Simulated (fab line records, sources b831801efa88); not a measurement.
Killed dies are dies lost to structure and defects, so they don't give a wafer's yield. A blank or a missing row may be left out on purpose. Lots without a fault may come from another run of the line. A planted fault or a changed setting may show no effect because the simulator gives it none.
Which tool did it? | flow sky130 | 13 lots, 39 wafers sampled, at 3 steps of a route of 708

WHAT THE GAUGES READ, wafer by wafer
SKY_FIELD_ISO_CD_MEAS_13: target cd 150 nm.
lot  | measured    | on        | cd_nm (nm)
L596 | day 2 05:10 | cd_sem-01 | 150.2 152.0 151.1
L597 | day 2 11:33 | cd_sem-01 | 152.6 152.3 152.3
L598 | day 2 14:55 | cd_sem-01 | 149.9 148.0 148.3
L599 | day 2 23:27 | cd_sem-02 | 150.8 149.4 149.1
L600 | day 3 03:18 | cd_sem-02 | 151.3 150.4 150.8
L601 | day 3 10:29 | cd_sem-02 | 152.2 152.7 151.7
L602 | day 3 15:09 | cd_sem-02 | 149.0 149.4 148.3
L603 | day 3 16:43 | cd_sem-02 | 149.4 151.3 150.0
L604 | day 3 23:22 | cd_sem-02 | 150.6 150.2 148.8
L605 | day 4 04:56 | cd_sem-02 | 148.3 148.3 149.2
L610 | day 5 04:24 | cd_sem-02 | 151.9 151.8 151.1
L617 | day 6 18:14 | cd_sem-01 | 151.5 150.9 150.8
L619 | day 7 04:47 | cd_sem-01 | 147.9 147.0 147.8

SKY_LOCAL_INTERCONNECT_THK_MEAS_02: measures by xrf.
lot  | measured     | on            | LOCAL_INTERCONNECT_TIN_THK (nm)
L596 | day 29 20:17 | film_metro-01 | 102.8 103.8 102.2
L597 | day 29 21:02 | film_metro-03 | 102.6 100.4 100.7
L598 | day 30 03:14 | film_metro-04 | 102.6 103.3 103.6
L599 | day 31 00:41 | film_metro-03 | 101.4 102.9 102.3
L600 | day 30 23:44 | film_metro-01 | 99.6 99.2 99.7
L601 | day 31 10:31 | film_metro-04 | 103.7 103.3 101.5
L602 | day 31 09:21 | film_metro-03 | 100.2 102.3 101.6
L603 | day 31 19:35 | film_metro-04 | 101.5 103.6 102.1
L604 | day 31 21:23 | film_metro-01 | 98.7 101.0 99.6
L605 | day 32 08:37 | film_metro-01 | 101.5 102.3 102.2
L610 | day 33 10:50 | film_metro-01 | 100.7 100.2 101.5
L617 | day 36 04:39 | film_metro-03 | 98.7 102.0 100.8
L619 | day 36 09:14 | film_metro-04 | 102.9 101.8 104.1

WHICH TOOL RAN EACH LOT (tool, then ch and the chambers of the sampled wafers, then the start)
lot  | SKY_POLY_GATE_ETCH_17
L596 | rie_si-01 ch 0,2, day 17 01:11
L597 | rie_si-02 ch 0,1,2, day 17 01:10
L598 | rie_si-02 ch 0,1,3, day 17 11:13
L599 | rie_si-02 ch 0,1,3, day 18 06:47
L600 | rie_si-01 ch 1,2, day 18 06:14
L601 | rie_si-02 ch 0,2, day 18 20:41
L602 | rie_si-01 ch 0,1,2, day 18 18:40
L603 | rie_si-01 ch 0,1,3, day 19 07:04
L604 | rie_si-02 ch 0,1,2, day 19 09:26
L605 | rie_si-01 ch 0,1,3, day 19 22:35
L610 | rie_si-01 ch 2,3, day 21 03:46
L617 | rie_si-02 ch 0,2,3, day 24 07:01
L619 | rie_si-02 ch 0,2, day 24 14:04
- SKY_POLY_GATE_ETCH_17: etches poly-Si in HBr/Cl2, stops on SiO2, target depth 180 nm, time 70.5 s.

WHAT THE TOOLS THEMSELVES READ (means of the sampled wafers that have a number; where no wafer has one, the mark that the record gives instead)
SKY_POLY_GATE_ETCH_17.
lot  | tool      | bias_w (W) | drypump_motor_current_A (A) | oes_product_au (a.u.) | throttle_valve_pct (%)
L596 | rie_si-01 | 99.94      | 5.3                         | 0.990                 | 33.686
L597 | rie_si-02 | 100.07     | 5.7                         | 0.987                 | 33.677
L598 | rie_si-02 | 100.00     | 5.9                         | 0.988                 | 33.682
L599 | rie_si-02 | 100.03     | 6.0                         | 0.986                 | 33.680
L600 | rie_si-01 | 99.68      | 5.1                         | 0.988                 | 33.691
L601 | rie_si-02 | 100.27     | 5.7                         | 0.989                 | 33.678
L602 | rie_si-01 | 99.98      | 5.2                         | 0.982                 | 33.691
L603 | rie_si-01 | 100.03     | 5.4                         | 0.997                 | 33.690
L604 | rie_si-02 | 99.53      | 5.7                         | 0.986                 | 33.683
L605 | rie_si-01 | 99.91      | 5.4                         | 0.991                 | 33.686
L610 | rie_si-01 | 96.95      | 5.5                         | 0.977                 | 33.688
L617 | rie_si-02 | 100.03     | 5.9                         | 0.981                 | 33.686
L619 | rie_si-02 | 100.10     | 5.7                         | 0.976                 | 33.685

THE ANSWER, worked out from the rows above alone
Rule: what is usual is taken from the lots themselves. Put in order of their means at a reading, lots are off if they are a third of the lots or fewer, leave a main group of 4 or more, and stand apart from it by a gap of 3 or more times the standard deviation of the main group's means; of several such gaps the widest counts. A main group whose means are all the same, to the digits that the tables above print for the reading, isn't used. A lot without any number at a reading at which 4 lots or more have one is off too. The other lots that the step has rows for count as sound. The gauges are gone through in route order, then the tools' own readings, and for those a lot's mean is taken as printed above. The first step at which some lot is off is used, and at that step the reading that is off furthest; a lot without a number counts as furthest.
Off: L610, at SKY_POLY_GATE_ETCH_17 (bias_w). The main group: mean 99.96 W, standard deviation 0.18.
A tool fits if, at that step or a process step before it, it ran every lot that is off, and no sound lot after the first of them. One fits: rie_si-01 at SKY_POLY_GATE_ETCH_17. Its last sound lot is L605 (day 19 22:35), its first lot that is off L610 (day 21 03:46): a fault that began between those two fits.
The tool's own readings at SKY_POLY_GATE_ETCH_17 bear it out: on the lots that are off they differ by more than 5 times the standard deviation of the sound lots' means. bias_w reads 96.95 W there against 99.96 W on the sound lots.

WHAT THE SIMULATOR HAD PUT IN
Process parameter drift: rie_si-01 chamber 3, from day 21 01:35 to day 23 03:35, at SKY_POLY_GATE_ETCH_17. Setting bias_w, moved by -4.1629, from 100. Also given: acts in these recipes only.
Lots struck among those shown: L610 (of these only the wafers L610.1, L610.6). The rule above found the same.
